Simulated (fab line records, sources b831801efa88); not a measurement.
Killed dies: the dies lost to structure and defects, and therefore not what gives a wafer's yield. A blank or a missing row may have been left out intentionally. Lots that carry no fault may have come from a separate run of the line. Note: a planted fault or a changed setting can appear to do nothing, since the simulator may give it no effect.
fab line records / flow sky130
[record] lots = 13 wafers = 39 last_day = 50
route steps=708 shown FIELD_ISO@24 VT_ADJUST_HVTP@94 SD_P@330 SD_N@354
lots untouched by any fault: they come from a run of this same line in which no faults occurred
start_h: start of the lot's first displayed wafer, in hours after the record's first day / wait_h: how many hours have passed since the lot's step before this one / " repeats the value in the row above / L1.1+2: a single row standing in for several wafers / - no value, or no start was given / * or withheld: withheld / < > ~ a bound
route shown NAME@n: NAME is a module with steps in the file, n the number in the route of the first one / usual: mean/standard deviation of fault-free wafers / same: alike in all rows / chamber/n: place in a boat / sites: per-site readings / _std_site: the standard deviation of these / _edge_site: mean of outer sites minus mean of inner sites / radius_mm: how far each site lies from the wafer's centre / mask NAME#n: copy n / behind: the last tool/chamber to shape the wafer / hold: why the lot went on hold/how many hours it stayed there/how the hold came to an end / device: which transistor (n, p or np) failed to switch / end of line: tests run on the same wafers once the route is complete / where a step has no rows: the recipe by itself / killed: the dies lost at the first sort to structure and to defects; this is not the yield of the wafer / map: a wafer's dies, x killed, . not, _ none there
set.NAME: the setting that was run; set.NAME@STEP: the one run at that earlier step / model.NAME: the simulator's own value behind a step, which no gauge read
one table for each step of the route and one row for each wafer, over a sample of lots
services: the hour from which a tool's chamber was out of use, counted from the record's first day as start_h (under 0 if before that day), plus the number of hours and why
[[steps]]
[step SKY_FIELD_ISO_THK_MEAS_23]
[recipe] reads = SiO2_of_FIELD_ISO_OXIDATION_22
[usual] FIELD_ISO_OXIDATION_01_THK = 10.00/0.24
lot.wafer=L384.1 tool=film_metro-01 chamber=- start_h=34.28 wait_h=0.0 FIELD_ISO_OXIDATION_01_THK[nm]=9.98
lot.wafer=L384.3 tool=film_metro-01 chamber=- start_h=34.28 wait_h=0.0 FIELD_ISO_OXIDATION_01_THK[nm]=10.10
lot.wafer=L384.4 tool=film_metro-01 chamber=- start_h=34.28 wait_h=0.0 FIELD_ISO_OXIDATION_01_THK[nm]=9.90
lot.wafer=L386.3 tool=film_metro-02 chamber=- start_h=40.65 wait_h=0.0 FIELD_ISO_OXIDATION_01_THK[nm]=10.01
lot.wafer=L386.5 tool=film_metro-02 chamber=- start_h=40.65 wait_h=0.0 FIELD_ISO_OXIDATION_01_THK[nm]=10.14
lot.wafer=L386.6 tool=film_metro-02 chamber=- start_h=40.65 wait_h=0.0 FIELD_ISO_OXIDATION_01_THK[nm]=9.98
lot.wafer=L387.1 tool=film_metro-03 chamber=- start_h=46.24 wait_h=0.0 FIELD_ISO_OXIDATION_01_THK[nm]=9.67
lot.wafer=L387.3 tool=film_metro-03 chamber=- start_h=46.24 wait_h=0.0 FIELD_ISO_OXIDATION_01_THK[nm]=9.62
lot.wafer=L387.4 tool=film_metro-03 chamber=- start_h=46.24 wait_h=0.0 FIELD_ISO_OXIDATION_01_THK[nm]=9.88
lot.wafer=L389.3 tool=film_metro-03 chamber=- start_h=57.97 wait_h=0.0 FIELD_ISO_OXIDATION_01_THK[nm]=9.75
lot.wafer=L389.4 tool=film_metro-03 chamber=- start_h=57.97 wait_h=0.0 FIELD_ISO_OXIDATION_01_THK[nm]=10.00
lot.wafer=L389.6 tool=film_metro-03 chamber=- start_h=57.97 wait_h=0.0 FIELD_ISO_OXIDATION_01_THK[nm]=9.92
lot.wafer=L390.1 tool=film_metro-02 chamber=- start_h=63.15 wait_h=0.0 FIELD_ISO_OXIDATION_01_THK[nm]=10.25
lot.wafer=L390.3 tool=film_metro-02 chamber=- start_h=63.15 wait_h=0.0 FIELD_ISO_OXIDATION_01_THK[nm]=10.20
lot.wafer=L390.6 tool=film_metro-02 chamber=- start_h=63.15 wait_h=0.0 FIELD_ISO_OXIDATION_01_THK[nm]=10.14
lot.wafer=L391.3 tool=film_metro-01 chamber=- start_h=69.80 wait_h=0.0 FIELD_ISO_OXIDATION_01_THK[nm]=9.96
lot.wafer=L391.4 tool=film_metro-01 chamber=- start_h=69.80 wait_h=0.0 FIELD_ISO_OXIDATION_01_THK[nm]=10.10
lot.wafer=L391.6 tool=film_metro-01 chamber=- start_h=69.80 wait_h=0.0 FIELD_ISO_OXIDATION_01_THK[nm]=9.78
lot.wafer=L392.4 tool=film_metro-03 chamber=- start_h=74.53 wait_h=0.0 FIELD_ISO_OXIDATION_01_THK[nm]=10.59
lot.wafer=L392.5 tool=film_metro-03 chamber=- start_h=74.53 wait_h=0.0 FIELD_ISO_OXIDATION_01_THK[nm]=10.50
lot.wafer=L392.6 tool=film_metro-03 chamber=- start_h=74.53 wait_h=0.0 FIELD_ISO_OXIDATION_01_THK[nm]=10.43
lot.wafer=L394.2 tool=film_metro-03 chamber=- start_h=83.75 wait_h=0.0 FIELD_ISO_OXIDATION_01_THK[nm]=10.06
lot.wafer=L394.5 tool=film_metro-03 chamber=- start_h=83.75 wait_h=0.0 FIELD_ISO_OXIDATION_01_THK[nm]=9.87
lot.wafer=L394.6 tool=film_metro-03 chamber=- start_h=83.75 wait_h=0.0 FIELD_ISO_OXIDATION_01_THK[nm]=9.94
lot.wafer=L395.1 tool=film_metro-01 chamber=- start_h=88.05 wait_h=0.0 FIELD_ISO_OXIDATION_01_THK[nm]=9.70
lot.wafer=L395.4 tool=film_metro-01 chamber=- start_h=88.05 wait_h=0.0 FIELD_ISO_OXIDATION_01_THK[nm]=10.01
lot.wafer=L395.6 tool=film_metro-01 chamber=- start_h=88.05 wait_h=0.0 FIELD_ISO_OXIDATION_01_THK[nm]=9.95
lot.wafer=L396.3 tool=film_metro-03 chamber=- start_h=93.65 wait_h=0.0 FIELD_ISO_OXIDATION_01_THK[nm]=9.98
lot.wafer=L396.4 tool=film_metro-03 chamber=- start_h=93.65 wait_h=0.0 FIELD_ISO_OXIDATION_01_THK[nm]=9.97
lot.wafer=L396.6 tool=film_metro-03 chamber=- start_h=93.65 wait_h=0.0 FIELD_ISO_OXIDATION_01_THK[nm]=10.11
lot.wafer=L397.3 tool=film_metro-02 chamber=- start_h=99.06 wait_h=0.0 FIELD_ISO_OXIDATION_01_THK[nm]=9.68
lot.wafer=L397.4 tool=film_metro-02 chamber=- start_h=99.06 wait_h=0.0 FIELD_ISO_OXIDATION_01_THK[nm]=9.72
lot.wafer=L397.6 tool=film_metro-02 chamber=- start_h=99.06 wait_h=0.0 FIELD_ISO_OXIDATION_01_THK[nm]=9.77
lot.wafer=L404.1 tool=film_metro-03 chamber=- start_h=137.10 wait_h=0.0 FIELD_ISO_OXIDATION_01_THK[nm]=10.33
lot.wafer=L404.4 tool=film_metro-03 chamber=- start_h=137.10 wait_h=0.0 FIELD_ISO_OXIDATION_01_THK[nm]=10.21
lot.wafer=L404.6 tool=film_metro-03 chamber=- start_h=137.10 wait_h=0.0 FIELD_ISO_OXIDATION_01_THK[nm]=10.29
lot.wafer=L406.1 tool=film_metro-02 chamber=- start_h=148.98 wait_h=0.0 FIELD_ISO_OXIDATION_01_THK[nm]=9.93
lot.wafer=L406.3 tool=film_metro-02 chamber=- start_h=148.98 wait_h=0.0 FIELD_ISO_OXIDATION_01_THK[nm]=9.99
lot.wafer=L406.4 tool=film_metro-02 chamber=- start_h=148.98 wait_h=0.0 FIELD_ISO_OXIDATION_01_THK[nm]=10.12
[step SKY_VT_ADJUST_HVTP_IMPLANT_09]
[recipe] species = As energy_kev = 150 dose_cm2 = 4.342e+12 tilt_deg = withheld
lot.wafer=L384.1+3+4 tool=implanter-02 chamber=0 start_h=121.90 wait_h=0.0
lot.wafer=L386.3+5+6 tool=implanter-03 chamber=0 start_h=135.73 wait_h=0.1
lot.wafer=L387.1+3+4 tool=implanter-02 chamber=0 start_h=138.83 wait_h=0.0
lot.wafer=L389.3+4+6 tool=implanter-04 chamber=0 start_h=154.58 wait_h=0.1
lot.wafer=L390.1+3+6 tool=implanter-04 chamber=0 start_h=159.25 wait_h=0.0
lot.wafer=L391.3+4+6 tool=implanter-04 chamber=0 start_h=167.95 wait_h=0.1
lot.wafer=L392.4+5+6 tool=implanter-03 chamber=0 start_h=173.04 wait_h=0.1
lot.wafer=L394.2+5+6 tool=implanter-02 chamber=0 start_h=184.89 wait_h=0.0
lot.wafer=L395.1+4+6 tool=implanter-04 chamber=0 start_h=188.38 wait_h=0.0
lot.wafer=L396.3+4+6 tool=implanter-02 chamber=0 start_h=197.25 wait_h=0.1
lot.wafer=L397.3+4+6 tool=implanter-02 chamber=0 start_h=204.90 wait_h=0.1
lot.wafer=L404.1+4+6 tool=implanter-03 chamber=0 start_h=250.17 wait_h=0.0
lot.wafer=L406.1+3+4 tool=implanter-03 chamber=0 start_h=270.55 wait_h=0.0
[step SKY_VT_ADJUST_HVTP_TW_MEAS_11]
[usual] VT_ADJUST_HVTP_TW = 1381/17
lot.wafer=L384.1 tool=film_metro-03 chamber=- start_h=122.15 wait_h=0.1 VT_ADJUST_HVTP_TW=1357
lot.wafer=L384.3 tool=film_metro-03 chamber=- start_h=122.15 wait_h=0.1 VT_ADJUST_HVTP_TW=1362
lot.wafer=L384.4 tool=film_metro-03 chamber=- start_h=122.15 wait_h=0.1 VT_ADJUST_HVTP_TW=1366
lot.wafer=L386.3 tool=film_metro-03 chamber=- start_h=135.95 wait_h=0.1 VT_ADJUST_HVTP_TW=1366
lot.wafer=L386.5 tool=film_metro-03 chamber=- start_h=135.95 wait_h=0.1 VT_ADJUST_HVTP_TW=1360
lot.wafer=L386.6 tool=film_metro-03 chamber=- start_h=135.95 wait_h=0.1 VT_ADJUST_HVTP_TW=1363
lot.wafer=L387.1 tool=film_metro-04 chamber=- start_h=139.08 wait_h=0.1 VT_ADJUST_HVTP_TW=1408
lot.wafer=L387.3 tool=film_metro-04 chamber=- start_h=139.08 wait_h=0.1 VT_ADJUST_HVTP_TW=1401
lot.wafer=L387.4 tool=film_metro-04 chamber=- start_h=139.08 wait_h=0.1 VT_ADJUST_HVTP_TW=1411
lot.wafer=L389.3 tool=film_metro-03 chamber=- start_h=154.80 wait_h=0.1 VT_ADJUST_HVTP_TW=1368
lot.wafer=L389.4 tool=film_metro-03 chamber=- start_h=154.80 wait_h=0.1 VT_ADJUST_HVTP_TW=1371
lot.wafer=L389.6 tool=film_metro-03 chamber=- start_h=154.80 wait_h=0.1 VT_ADJUST_HVTP_TW=1371
lot.wafer=L390.1 tool=film_metro-03 chamber=- start_h=159.50 wait_h=0.1 VT_ADJUST_HVTP_TW=1366
lot.wafer=L390.3 tool=film_metro-03 chamber=- start_h=159.50 wait_h=0.1 VT_ADJUST_HVTP_TW=1376
lot.wafer=L390.6 tool=film_metro-03 chamber=- start_h=159.50 wait_h=0.1 VT_ADJUST_HVTP_TW=1368
lot.wafer=L391.3 tool=film_metro-03 chamber=- start_h=168.17 wait_h=0.1 VT_ADJUST_HVTP_TW=1367
lot.wafer=L391.4 tool=film_metro-03 chamber=- start_h=168.17 wait_h=0.1 VT_ADJUST_HVTP_TW=1365
lot.wafer=L391.6 tool=film_metro-03 chamber=- start_h=168.17 wait_h=0.1 VT_ADJUST_HVTP_TW=1359
lot.wafer=L392.4 tool=film_metro-04 chamber=- start_h=173.25 wait_h=0.1 VT_ADJUST_HVTP_TW=1391
lot.wafer=L392.5 tool=film_metro-04 chamber=- start_h=173.25 wait_h=0.1 VT_ADJUST_HVTP_TW=1383
lot.wafer=L392.6 tool=film_metro-04 chamber=- start_h=173.25 wait_h=0.1 VT_ADJUST_HVTP_TW=1388
lot.wafer=L394.2 tool=film_metro-04 chamber=- start_h=185.13 wait_h=0.1 VT_ADJUST_HVTP_TW=1389
lot.wafer=L394.5 tool=film_metro-04 chamber=- start_h=185.13 wait_h=0.1 VT_ADJUST_HVTP_TW=1390
lot.wafer=L394.6 tool=film_metro-04 chamber=- start_h=185.13 wait_h=0.1 VT_ADJUST_HVTP_TW=1395
lot.wafer=L395.1 tool=film_metro-04 chamber=- start_h=188.63 wait_h=0.1 VT_ADJUST_HVTP_TW=1398
lot.wafer=L395.4 tool=film_metro-04 chamber=- start_h=188.63 wait_h=0.1 VT_ADJUST_HVTP_TW=1404
lot.wafer=L395.6 tool=film_metro-04 chamber=- start_h=188.63 wait_h=0.1 VT_ADJUST_HVTP_TW=1396
lot.wafer=L396.3 tool=film_metro-02 chamber=- start_h=197.47 wait_h=0.1 VT_ADJUST_HVTP_TW=1349
lot.wafer=L396.4 tool=film_metro-02 chamber=- start_h=197.47 wait_h=0.1 VT_ADJUST_HVTP_TW=1353
lot.wafer=L396.6 tool=film_metro-02 chamber=- start_h=197.47 wait_h=0.1 VT_ADJUST_HVTP_TW=1362
lot.wafer=L397.3 tool=film_metro-04 chamber=- start_h=205.12 wait_h=0.1 VT_ADJUST_HVTP_TW=1392
lot.wafer=L397.4 tool=film_metro-04 chamber=- start_h=205.12 wait_h=0.1 VT_ADJUST_HVTP_TW=1396
lot.wafer=L397.6 tool=film_metro-04 chamber=- start_h=205.12 wait_h=0.1 VT_ADJUST_HVTP_TW=1390
lot.wafer=L404.1 tool=film_metro-03 chamber=- start_h=250.42 wait_h=0.1 VT_ADJUST_HVTP_TW=1287
lot.wafer=L404.4 tool=film_metro-03 chamber=- start_h=250.42 wait_h=0.1 VT_ADJUST_HVTP_TW=1288
lot.wafer=L404.6 tool=film_metro-03 chamber=- start_h=250.42 wait_h=0.1 VT_ADJUST_HVTP_TW=1282
lot.wafer=L406.1 tool=film_metro-03 chamber=- start_h=270.80 wait_h=0.1 VT_ADJUST_HVTP_TW=1296
lot.wafer=L406.3 tool=film_metro-03 chamber=- start_h=270.80 wait_h=0.1 VT_ADJUST_HVTP_TW=1295
lot.wafer=L406.4 tool=film_metro-03 chamber=- start_h=270.80 wait_h=0.1 VT_ADJUST_HVTP_TW=1290
[step SKY_SD_P_STRIP_10]
[recipe] chemistry = O2/N2 power_w = 1400 pressure_mtorr = 1500 platen_temp_c = withheld o2_flow_sccm = 3000 n2_flow_sccm = 300 overash_fraction = 0.5
[usual] drypump_motor_current_A = 5.68/0.29 oes_product_au = 0.617/0.0045 strip_time_to_endpoint_s = 17.49/0.042
lot.wafer=L384.1 tool=plasma_asher-04 chamber=0 start_h=586.22 wait_h=0.1 drypump_motor_current_A=5.83 oes_product_au=0.617 rf_hours_counter_h=47 strip_time_to_endpoint_s=17.43
lot.wafer=L384.3 tool=plasma_asher-04 chamber=1 start_h=586.22 wait_h=0.1 drypump_motor_current_A=5.51 oes_product_au=0.621 rf_hours_counter_h=- strip_time_to_endpoint_s=17.49
lot.wafer=L384.4 tool=plasma_asher-04 chamber=0 start_h=586.22 wait_h=0.1 drypump_motor_current_A=5.84 oes_product_au=0.618 rf_hours_counter_h=- strip_time_to_endpoint_s=17.43
lot.wafer=L386.3 tool=plasma_asher-04 chamber=1 start_h=616.36 wait_h=0.1 drypump_motor_current_A=5.55 oes_product_au=0.615 rf_hours_counter_h=- strip_time_to_endpoint_s=17.43
lot.wafer=L386.5 tool=plasma_asher-04 chamber=1 start_h=616.36 wait_h=0.1 drypump_motor_current_A=5.48 oes_product_au=0.614 rf_hours_counter_h=- strip_time_to_endpoint_s=17.46
lot.wafer=L386.6 tool=plasma_asher-04 chamber=0 start_h=616.36 wait_h=0.1 drypump_motor_current_A=5.83 oes_product_au=0.614 rf_hours_counter_h=- strip_time_to_endpoint_s=17.46
lot.wafer=L387.1 tool=plasma_asher-02 chamber=0 start_h=616.62 wait_h=0.1 drypump_motor_current_A=5.24 oes_product_au=0.612 rf_hours_counter_h=95 strip_time_to_endpoint_s=17.49
lot.wafer=L387.3 tool=plasma_asher-02 chamber=1 start_h=616.62 wait_h=0.1 drypump_motor_current_A=6.13 oes_product_au=0.615 rf_hours_counter_h=- strip_time_to_endpoint_s=17.51
lot.wafer=L387.4 tool=plasma_asher-02 chamber=0 start_h=616.62 wait_h=0.1 drypump_motor_current_A=5.24 oes_product_au=0.619 rf_hours_counter_h=- strip_time_to_endpoint_s=17.52
lot.wafer=L389.3 tool=plasma_asher-02 chamber=1 start_h=629.53 wait_h=0.1 drypump_motor_current_A=6.08 oes_product_au=0.616 rf_hours_counter_h=- strip_time_to_endpoint_s=17.51
lot.wafer=L389.4 tool=plasma_asher-02 chamber=0 start_h=629.53 wait_h=0.1 drypump_motor_current_A=5.21 oes_product_au=0.618 rf_hours_counter_h=- strip_time_to_endpoint_s=17.41
lot.wafer=L389.6 tool=plasma_asher-02 chamber=0 start_h=629.53 wait_h=0.1 drypump_motor_current_A=5.25 oes_product_au=0.621 rf_hours_counter_h=- strip_time_to_endpoint_s=17.48
lot.wafer=L390.1 tool=plasma_asher-02 chamber=0 start_h=637.80 wait_h=0.1 drypump_motor_current_A=5.27 oes_product_au=0.623 rf_hours_counter_h=97 strip_time_to_endpoint_s=17.49
lot.wafer=L390.3 tool=plasma_asher-02 chamber=0 start_h=637.80 wait_h=0.1 drypump_motor_current_A=5.25 oes_product_au=0.616 rf_hours_counter_h=- strip_time_to_endpoint_s=17.49
lot.wafer=L390.6 tool=plasma_asher-02 chamber=1 start_h=637.80 wait_h=0.1 drypump_motor_current_A=6.13 oes_product_au=0.602 rf_hours_counter_h=- strip_time_to_endpoint_s=17.44
lot.wafer=L391.3 tool=plasma_asher-02 chamber=0 start_h=651.76 wait_h=0.1 drypump_motor_current_A=5.22 oes_product_au=0.612 rf_hours_counter_h=- strip_time_to_endpoint_s=17.47
lot.wafer=L391.4 tool=plasma_asher-02 chamber=1 start_h=651.76 wait_h=0.1 drypump_motor_current_A=6.07 oes_product_au=0.614 rf_hours_counter_h=- strip_time_to_endpoint_s=17.49
lot.wafer=L391.6 tool=plasma_asher-02 chamber=0 start_h=651.76 wait_h=0.1 drypump_motor_current_A=5.24 oes_product_au=0.613 rf_hours_counter_h=- strip_time_to_endpoint_s=17.52
lot.wafer=L392.4 tool=plasma_asher-04 chamber=1 start_h=654.53 wait_h=0.1 drypump_motor_current_A=5.55 oes_product_au=0.617 rf_hours_counter_h=- strip_time_to_endpoint_s=17.55
lot.wafer=L392.5 tool=plasma_asher-04 chamber=0 start_h=654.53 wait_h=0.1 drypump_motor_current_A=5.85 oes_product_au=0.612 rf_hours_counter_h=- strip_time_to_endpoint_s=17.54
lot.wafer=L392.6 tool=plasma_asher-04 chamber=1 start_h=654.53 wait_h=0.1 drypump_motor_current_A=5.53 oes_product_au=0.609 rf_hours_counter_h=- strip_time_to_endpoint_s=17.53
lot.wafer=L395.1 tool=plasma_asher-04 chamber=1 start_h=678.95 wait_h=0.1 drypump_motor_current_A=5.51 oes_product_au=0.614 rf_hours_counter_h=56 strip_time_to_endpoint_s=17.53
lot.wafer=L395.4 tool=plasma_asher-04 chamber=1 start_h=678.95 wait_h=0.1 drypump_motor_current_A=5.49 oes_product_au=0.618 rf_hours_counter_h=- strip_time_to_endpoint_s=17.54
lot.wafer=L395.6 tool=plasma_asher-04 chamber=0 start_h=678.95 wait_h=0.1 drypump_motor_current_A=5.79 oes_product_au=0.613 rf_hours_counter_h=- strip_time_to_endpoint_s=17.48
lot.wafer=L394.2 tool=plasma_asher-03 chamber=1 start_h=679.25 wait_h=0.1 drypump_motor_current_A=5.69 oes_product_au=0.618 rf_hours_counter_h=80 strip_time_to_endpoint_s=17.46
lot.wafer=L394.5 tool=plasma_asher-03 chamber=1 start_h=679.25 wait_h=0.1 drypump_motor_current_A=5.72 oes_product_au=0.625 rf_hours_counter_h=- strip_time_to_endpoint_s=17.45
lot.wafer=L394.6 tool=plasma_asher-03 chamber=0 start_h=679.25 wait_h=0.1 drypump_motor_current_A=5.68 oes_product_au=0.621 rf_hours_counter_h=- strip_time_to_endpoint_s=17.50
lot.wafer=L396.3 tool=plasma_asher-04 chamber=1 start_h=685.00 wait_h=0.1 drypump_motor_current_A=5.53 oes_product_au=0.611 rf_hours_counter_h=- strip_time_to_endpoint_s=17.57
lot.wafer=L396.4 tool=plasma_asher-04 chamber=0 start_h=685.00 wait_h=0.1 drypump_motor_current_A=5.84 oes_product_au=0.616 rf_hours_counter_h=- strip_time_to_endpoint_s=17.50
lot.wafer=L396.6 tool=plasma_asher-04 chamber=1 start_h=685.00 wait_h=0.1 drypump_motor_current_A=5.56 oes_product_au=0.619 rf_hours_counter_h=- strip_time_to_endpoint_s=17.53
lot.wafer=L397.3 tool=plasma_asher-02 chamber=1 start_h=704.38 wait_h=0.1 drypump_motor_current_A=6.13 oes_product_au=0.619 rf_hours_counter_h=- strip_time_to_endpoint_s=17.54
lot.wafer=L397.4 tool=plasma_asher-02 chamber=0 start_h=704.38 wait_h=0.1 drypump_motor_current_A=5.23 oes_product_au=0.617 rf_hours_counter_h=- strip_time_to_endpoint_s=17.49
lot.wafer=L397.6 tool=plasma_asher-02 chamber=0 start_h=704.38 wait_h=0.1 drypump_motor_current_A=5.24 oes_product_au=0.622 rf_hours_counter_h=- strip_time_to_endpoint_s=17.51
lot.wafer=L404.1 tool=plasma_asher-04 chamber=1 start_h=751.47 wait_h=0.1 drypump_motor_current_A=5.55 oes_product_au=0.618 rf_hours_counter_h=64 strip_time_to_endpoint_s=17.53
lot.wafer=L404.4 tool=plasma_asher-04 chamber=0 start_h=751.47 wait_h=0.1 drypump_motor_current_A=5.83 oes_product_au=0.619 rf_hours_counter_h=- strip_time_to_endpoint_s=17.46
lot.wafer=L404.6 tool=plasma_asher-04 chamber=1 start_h=751.47 wait_h=0.1 drypump_motor_current_A=5.54 oes_product_au=0.612 rf_hours_counter_h=- strip_time_to_endpoint_s=17.48
lot.wafer=L406.1 tool=plasma_asher-02 chamber=0 start_h=789.57 wait_h=0.1 drypump_motor_current_A=5.27 oes_product_au=0.621 rf_hours_counter_h=4 strip_time_to_endpoint_s=17.50
lot.wafer=L406.3 tool=plasma_asher-02 chamber=1 start_h=789.57 wait_h=0.1 drypump_motor_current_A=6.11 oes_product_au=0.617 rf_hours_counter_h=- strip_time_to_endpoint_s=17.51
lot.wafer=L406.4 tool=plasma_asher-02 chamber=0 start_h=789.57 wait_h=0.1 drypump_motor_current_A=5.24 oes_product_au=0.610 rf_hours_counter_h=- strip_time_to_endpoint_s=17.49
[step SKY_SD_N_TW_MEAS_12]
[usual] SD_N_TW = 4034/55
lot.wafer=L384.1 tool=film_metro-04 chamber=- start_h=644.97 wait_h=0.1 SD_N_TW=4114
lot.wafer=L384.3 tool=film_metro-04 chamber=- start_h=644.97 wait_h=0.1 SD_N_TW=4080
lot.wafer=L384.4 tool=film_metro-04 chamber=- start_h=644.97 wait_h=0.1 SD_N_TW=4095
lot.wafer=L386.3 tool=film_metro-03 chamber=- start_h=674.42 wait_h=0.1 SD_N_TW=4038
lot.wafer=L386.5 tool=film_metro-03 chamber=- start_h=674.42 wait_h=0.1 SD_N_TW=4034
lot.wafer=L386.6 tool=film_metro-03 chamber=- start_h=674.42 wait_h=0.1 SD_N_TW=4021
lot.wafer=L387.1 tool=film_metro-02 chamber=- start_h=674.52 wait_h=0.1 SD_N_TW=3956
lot.wafer=L387.3 tool=film_metro-02 chamber=- start_h=674.52 wait_h=0.1 SD_N_TW=3976
lot.wafer=L387.4 tool=film_metro-02 chamber=- start_h=674.52 wait_h=0.1 SD_N_TW=3957
lot.wafer=L389.3 tool=film_metro-04 chamber=- start_h=687.70 wait_h=0.1 SD_N_TW=4116
lot.wafer=L389.4 tool=film_metro-04 chamber=- start_h=687.70 wait_h=0.1 SD_N_TW=4122
lot.wafer=L389.6 tool=film_metro-04 chamber=- start_h=687.70 wait_h=0.1 SD_N_TW=4107
lot.wafer=L390.1 tool=film_metro-02 chamber=- start_h=695.15 wait_h=0.1 SD_N_TW=3960
lot.wafer=L390.3 tool=film_metro-02 chamber=- start_h=695.15 wait_h=0.1 SD_N_TW=3935
lot.wafer=L390.6 tool=film_metro-02 chamber=- start_h=695.15 wait_h=0.1 SD_N_TW=3967
lot.wafer=L391.3 tool=film_metro-04 chamber=- start_h=708.92 wait_h=0.1 SD_N_TW=4082
lot.wafer=L391.4 tool=film_metro-04 chamber=- start_h=708.92 wait_h=0.1 SD_N_TW=4072
lot.wafer=L391.6 tool=film_metro-04 chamber=- start_h=708.92 wait_h=0.1 SD_N_TW=4055
lot.wafer=L392.4 tool=film_metro-04 chamber=- start_h=712.05 wait_h=0.1 SD_N_TW=4081
lot.wafer=L392.5 tool=film_metro-04 chamber=- start_h=712.05 wait_h=0.1 SD_N_TW=4091
lot.wafer=L392.6 tool=film_metro-04 chamber=- start_h=712.05 wait_h=0.1 SD_N_TW=4067
lot.wafer=L395.1 tool=film_metro-02 chamber=- start_h=736.25 wait_h=0.1 SD_N_TW=3993
lot.wafer=L395.4 tool=film_metro-02 chamber=- start_h=736.25 wait_h=0.1 SD_N_TW=3985
lot.wafer=L395.6 tool=film_metro-02 chamber=- start_h=736.25 wait_h=0.1 SD_N_TW=3976
lot.wafer=L394.2 tool=film_metro-04 chamber=- start_h=736.64 wait_h=0.1 SD_N_TW=4099
lot.wafer=L394.5 tool=film_metro-04 chamber=- start_h=736.64 wait_h=0.1 SD_N_TW=4105
lot.wafer=L394.6 tool=film_metro-04 chamber=- start_h=736.64 wait_h=0.1 SD_N_TW=4086
lot.wafer=L396.3 tool=film_metro-04 chamber=- start_h=742.55 wait_h=0.1 SD_N_TW=4078
lot.wafer=L396.4 tool=film_metro-04 chamber=- start_h=742.55 wait_h=0.1 SD_N_TW=4081
lot.wafer=L396.6 tool=film_metro-04 chamber=- start_h=742.55 wait_h=0.1 SD_N_TW=4092
lot.wafer=L397.3 tool=film_metro-04 chamber=- start_h=760.42 wait_h=0.1 SD_N_TW=4089
lot.wafer=L397.4 tool=film_metro-04 chamber=- start_h=760.42 wait_h=0.1 SD_N_TW=4084
lot.wafer=L397.6 tool=film_metro-04 chamber=- start_h=760.42 wait_h=0.1 SD_N_TW=4082
lot.wafer=L404.1 tool=film_metro-04 chamber=- start_h=804.15 wait_h=0.1 SD_N_TW=4099
lot.wafer=L404.4 tool=film_metro-04 chamber=- start_h=804.15 wait_h=0.1 SD_N_TW=4119
lot.wafer=L404.6 tool=film_metro-04 chamber=- start_h=804.15 wait_h=0.1 SD_N_TW=4113
lot.wafer=L406.1 tool=film_metro-02 chamber=- start_h=842.10 wait_h=0.1 SD_N_TW=3974
lot.wafer=L406.3 tool=film_metro-02 chamber=- start_h=842.10 wait_h=0.1 SD_N_TW=3959
lot.wafer=L406.4 tool=film_metro-02 chamber=- start_h=842.10 wait_h=0.1 SD_N_TW=3974
[[services]]
tool=plasma_asher-04 chamber=- start_h=108.75 hours=9.0 kind=pm
tool=plasma_asher-02 chamber=- start_h=110.65 hours=5.4 kind=repair
tool=implanter-02 chamber=- start_h=156.09 hours=2.0 kind=repair
tool=implanter-04 chamber=- start_h=165.38 hours=0.7 kind=repair
tool=implanter-03 chamber=- start_h=197.67 hours=31.8 kind=pm
tool=plasma_asher-04 chamber=- start_h=231.93 hours=3.5 kind=repair
tool=implanter-03 chamber=- start_h=236.48 hours=1.2 kind=repair
tool=plasma_asher-02 chamber=- start_h=247.41 hours=0.4 kind=repair
tool=plasma_asher-04 chamber=- start_h=255.71 hours=0.9 kind=repair
tool=plasma_asher-04 chamber=- start_h=271.15 hours=2.1 kind=repair
tool=implanter-02 chamber=- start_h=302.92 hours=2.9 kind=repair
tool=implanter-03 chamber=- start_h=349.83 hours=5.7 kind=pm
tool=implanter-04 chamber=- start_h=360.49 hours=2.6 kind=pm
tool=implanter-02 chamber=- start_h=404.48 hours=37.0 kind=pm
tool=implanter-03 chamber=- start_h=429.83 hours=5.7 kind=repair
tool=plasma_asher-04 chamber=- start_h=453.98 hours=2.1 kind=repair
tool=implanter-02 chamber=- start_h=457.71 hours=0.6 kind=repair
tool=implanter-02 chamber=- start_h=476.26 hours=3.4 kind=pm
tool=implanter-02 chamber=- start_h=524.38 hours=2.0 kind=repair
tool=plasma_asher-02 chamber=- start_h=559.36 hours=14.6 kind=pm
tool=implanter-02 chamber=- start_h=683.11 hours=2.5 kind=repair
tool=implanter-02 chamber=- start_h=718.11 hours=2.1 kind=repair
tool=implanter-02 chamber=- start_h=732.26 hours=1.1 kind=repair
tool=plasma_asher-02 chamber=- start_h=733.75 hours=9.0 kind=pm
[[key]]
[first_sign] step = SKY_VT_ADJUST_HVTP_TW_MEAS_11 reading = VT_ADJUST_HVTP_TW direction = down sigmas = 5.2 usual = 1381 struck = 1290
effect none on later readings
met_at SKY_VT_ADJUST_HVTP_IMPLANT_09
struck_lots L404,L406
tester_left_out L404,L406
not_acting_at SKY_FIELD_ISO_THK_MEAS_23,SKY_SD_P_STRIP_10,SKY_SD_N_TW_MEAS_12
onset_between 173.04 250.17
also_fits time
[fault] kind = process_parameter_drift tool = implanter-03 chamber = - onset_h = 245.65 steps = SKY_VT_ADJUST_HVTP_IMPLANT_09 channel = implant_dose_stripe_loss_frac offset = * shape = step end_h = 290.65
// tester_left_out: of these lots the tester's yield and bins aren't shown, on N5 and GAA mostly nor the transistor test; their killed dies are dies lost to structure and defects alone, not to doping, threshold or leakage, so they don't give the yield
